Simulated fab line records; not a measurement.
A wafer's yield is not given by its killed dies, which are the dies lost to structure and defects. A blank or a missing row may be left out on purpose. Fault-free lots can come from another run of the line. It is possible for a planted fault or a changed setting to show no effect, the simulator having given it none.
Which tool was responsible? + flow sfq line + Sampling: 13 lots, 39 wafers, 6 of 325 route steps

== WHAT THE GAUGES READ, wafer by wafer ==
SFQ_I0_BOW_MEAS_907. Usual: I0_BOW 0 um, standard deviation 7.2.
| lot  | measured     | on            | I0_BOW (um)   | flag |
|------|--------------|---------------|---------------|------|
| L373 | day 7 23:47  | film metro-04 | -15 -8 9      |      |
| L374 | day 8 04:46  | film metro-04 | 7 6 2         |      |
| L376 | day 8 17:20  | film metro-03 | 5 -2 3        |      |
| L377 | day 9 00:31  | film metro-04 | 2 -2 2        |      |
| L378 | day 9 05:20  | film metro-04 | -1 11 -12     |      |
| L380 | day 10 02:24 | film metro-02 | 3 8 -6        |      |
| L382 | day 10 20:32 | film metro-03 | -1 0 -4 - - - |      |
| L384 | day 12 00:27 | film metro-02 | 2 11 12       |      |
| L390 | day 14 04:55 | film metro-04 | 4 1 3         |      |
| L392 | day 14 11:13 | film metro-02 | 2 0 1         |      |
| L393 | day 14 18:11 | film metro-04 | -1 -13 -7     |      |
| L394 | day 14 20:13 | film metro-03 | -4 -6 -6      |      |
| L395 | day 19 21:25 | film metro-02 | -7 -5 -5      |      |

SFQ_M1_OVL_MEAS_911. Usual: M1_OVL 0 nm, standard deviation 4.5.
| lot  | measured     | on         | M1_OVL (nm) | flag |
|------|--------------|------------|-------------|------|
| L373 | day 17 10:01 | overlay-01 | -2 -6 2     |      |
| L374 | day 17 14:49 | overlay-02 | -1 -2 -1    |      |
| L376 | day 18 02:49 | overlay-01 | -3 0 -2     |      |
| L377 | day 18 13:43 | overlay-01 | -5 -2 3     |      |
| L378 | day 18 19:44 | overlay-02 | 3 2 -2      |      |
| L380 | day 20 00:31 | overlay-01 | -10 -7 -4   |      |
| L382 | day 21 12:03 | overlay-02 | 2 7 7       |      |
| L384 | day 22 23:06 | overlay-01 | 5 0 3       |      |
| L390 | day 24 01:30 | overlay-01 | 1 10 6      |      |
| L392 | day 24 05:06 | overlay-02 | 2 1 2       |      |
| L393 | day 24 07:30 | overlay-02 | -2 4 2      |      |
| L394 | day 24 12:18 | overlay-02 | 1 2 4       |      |
| L395 | day 26 21:54 | overlay-02 | 0 -6 -3     |      |

SFQ_M2_OVL_MEAS_916. Usual: M2_OVL -2 nm, standard deviation 5.5.
| lot  | measured     | on         | M2_OVL (nm) | flag |
|------|--------------|------------|-------------|------|
| L373 | day 30 18:59 | overlay-01 | -5 2 -5     |      |
| L374 | day 31 04:35 | overlay-01 | 6 9 7       |      |
| L376 | day 31 19:07 | overlay-01 | 0 -2 -8     |      |
| L377 | day 32 13:14 | overlay-02 | -2 2 -7     |      |
| L378 | day 32 19:02 | overlay-02 | -2 6 2      |      |
| L380 | day 33 14:21 | overlay-02 | -3 -7 -12   |      |
| L382 | day 34 16:08 | overlay-02 | -7 -7 3     |      |
| L384 | day 36 03:16 | overlay-02 | -9 -4 -7    |      |
| L390 | day 37 01:01 | overlay-01 | 4 4 1       |      |
| L392 | day 37 04:37 | overlay-02 | 3 3 5       |      |
| L393 | day 37 08:12 | overlay-02 | -2 0 -6     |      |
| L394 | day 37 09:25 | overlay-02 | -7 -7 -8    |      |
| L395 | day 39 16:36 | overlay-01 | 1 0 7       |      |

== TOOL THAT RAN EACH LOT (tool first, then ch and the chambers of the sampled wafers, then the start) ==
| lot  | SFQ_TRILAYER_I0_CMP_CMP_028   | SFQ_TRILAYER_I0_METRO_MEASURE_029 | SFQ_TRILAYER_I0_VIA_ETCH_VIA_ETCH_034 |
|------|-------------------------------|-----------------------------------|---------------------------------------|
| L373 | cmp-01 ch 1,2,3, day 7 20:47  | film metro-04, day 7 23:55        | rie diel-02 ch 0,1,3, day 12 09:40    |
| L374 | cmp-02 ch 1,2,3, day 8 01:46  | film metro-04, day 8 04:53        | rie diel-01 ch 0,1,2, day 12 16:52    |
| L376 | cmp-02 ch 0,3, day 8 14:20    | film metro-03, day 8 17:27        | rie diel-01 ch 1,2,3, day 13 03:40    |
| L377 | cmp-02 ch 0,2,3, day 8 21:31  | film metro-04, day 9 00:38        | rie diel-01 ch 1,2,3, day 13 16:34    |
| L378 | cmp-01 ch 1,3, day 9 02:49    | film metro-04, day 9 05:38        | rie diel-02 ch 0,2, day 13 18:58      |
| L380 | cmp-02 ch 0,1,3, day 9 23:24  | film metro-02, day 10 02:31       | rie diel-02 ch 0,1,3, day 14 15:14    |
| L382 | cmp-02 ch 0,1,2, day 10 19:02 | film metro-02, day 10 23:17       | rie diel-03 ch 0,1,3, day 15 19:33    |
| L384 | cmp-01 ch 1,2,3, day 11 21:57 | film metro-02, day 12 00:34       | rie diel-03 ch 0,2,3, day 16 21:57    |
| L390 | cmp-01 ch 0,1,2, day 14 02:24 | film metro-04, day 14 05:13       | rie diel-02 ch 0,1, day 17 14:45      |
| L392 | cmp-01 ch 1,2,3, day 14 09:12 | film metro-02, day 14 11:31       | rie diel-03 ch 0,1,3, day 17 17:09    |
| L393 | cmp-02 ch 0,1,3, day 14 16:11 | film metro-04, day 14 18:19       | rie diel-02 ch 1,3, day 17 18:21      |
| L394 | cmp-01 ch 1,2,3, day 14 18:12 | film metro-03, day 14 20:31       | rie diel-01 ch 2,3, day 17 19:33      |
| L395 | cmp-02 ch 0,1,2, day 19 19:25 | film metro-02, day 19 21:32       | rie diel-03 ch 0,1,3, day 20 02:12    |
- SFQ_TRILAYER_I0_CMP_CMP_028: polishes SiO2.
- SFQ_TRILAYER_I0_METRO_MEASURE_029
- SFQ_TRILAYER_I0_VIA_ETCH_VIA_ETCH_034: etches SiO2 in CHF3, stops on Nb, target depth 260 nm.

== WHAT THE TOOLS THEMSELVES READ (means of the sampled wafers that have a number; where no wafer has one, the mark that the record gives instead) ==
SFQ_TRILAYER_I0_CMP_CMP_028. Usual: motor current A 10.1 A, standard deviation 1.1; time to endpoint s 216 s, standard deviation 7.6.
| lot  | tool   | motor current A (A) | time to endpoint s (s) | flag |
|------|--------|---------------------|------------------------|------|
| L373 | cmp-01 | 10.7                | 206                    |      |
| L374 | cmp-02 | 10.0                | 209                    |      |
| L376 | cmp-02 | 10.2                | 222                    |      |
| L377 | cmp-02 | 10.1                | 219                    |      |
| L378 | cmp-01 | 10.2                | 218                    |      |
| L380 | cmp-02 | 10.2                | 213                    |      |
| L382 | cmp-02 | 9.2                 | 218                    |      |
| L384 | cmp-01 | 10.5                | 223                    |      |
| L390 | cmp-01 | 11.0                | 210                    |      |
| L392 | cmp-01 | 10.5                | 222                    |      |
| L393 | cmp-02 | 10.3                | 214                    |      |
| L394 | cmp-01 | 11.1                | 220                    |      |
| L395 | cmp-02 | 9.4                 | 216                    |      |

SFQ_TRILAYER_I0_METRO_MEASURE_029. Usual: 199.6 nm for thk nm, sd 1.2.
| lot  | tool          | thk nm (nm) | flag |
|------|---------------|-------------|------|
| L373 | film metro-04 | 200.1       |      |
| L374 | film metro-04 | 198.3       |      |
| L376 | film metro-03 | 199.8       |      |
| L377 | film metro-04 | 199.5       |      |
| L378 | film metro-04 | 199.1       |      |
| L380 | film metro-02 | 200.3       |      |
| L382 | film metro-02 | 205.0       | OFF  |
| L384 | film metro-02 | 200.9       |      |
| L390 | film metro-04 | 200.1       |      |
| L392 | film metro-02 | 200.5       |      |
| L393 | film metro-04 | 199.6       |      |
| L394 | film metro-03 | 199.7       |      |
| L395 | film metro-02 | 199.9       |      |

SFQ_TRILAYER_I0_VIA_ETCH_VIA_ETCH_034. Usual: drypump motor current A 5.9 A, standard deviation 0.4; oes product au 0.853 a.u., standard deviation 0.0058.
| lot  | tool        | drypump motor current A (A) | oes product au (a.u.) | flag |
|------|-------------|-----------------------------|-----------------------|------|
| L373 | rie diel-02 | 5.6                         | 0.859                 |      |
| L374 | rie diel-01 | 6.1                         | 0.851                 |      |
| L376 | rie diel-01 | 6.0                         | 0.854                 |      |
| L377 | rie diel-01 | 6.0                         | 0.849                 |      |
| L378 | rie diel-02 | 5.5                         | 0.853                 |      |
| L380 | rie diel-02 | 5.6                         | 0.859                 |      |
| L382 | rie diel-03 | 6.1                         | 0.865                 |      |
| L384 | rie diel-03 | 5.9                         | 0.858                 |      |
| L390 | rie diel-02 | 5.3                         | 0.859                 |      |
| L392 | rie diel-03 | 6.1                         | 0.851                 |      |
| L393 | rie diel-02 | 5.9                         | 0.854                 |      |
| L394 | rie diel-01 | 6.0                         | 0.849                 |      |
| L395 | rie diel-03 | 6.1                         | 0.850                 |      |

== THE ANSWER, worked out from the rows above alone ==
Rule: a lot is off if the mean of its wafers that have a number lies more than 3 standard deviations from the usual mean. A lot without any number at a reading at which 4 lots or more have one is off too. Where the step has rows for the other lots, those lots are counted as sound. After the gauges, taken in route order, come the tools' own readings; for these a lot's mean is taken, as printed above. At the first step where some lot is off, the reading lying furthest off is the one used; lots without a number count as furthest.
Off: L382 (SFQ_TRILAYER_I0_METRO_MEASURE_029, thk nm).
If a tool, at that step or one of the process steps before it, ran each lot that is off and ran no sound lot following the first of them, it fits. Of those tried, none fits.

== WHAT THE SIMULATOR HAD INSERTED ==
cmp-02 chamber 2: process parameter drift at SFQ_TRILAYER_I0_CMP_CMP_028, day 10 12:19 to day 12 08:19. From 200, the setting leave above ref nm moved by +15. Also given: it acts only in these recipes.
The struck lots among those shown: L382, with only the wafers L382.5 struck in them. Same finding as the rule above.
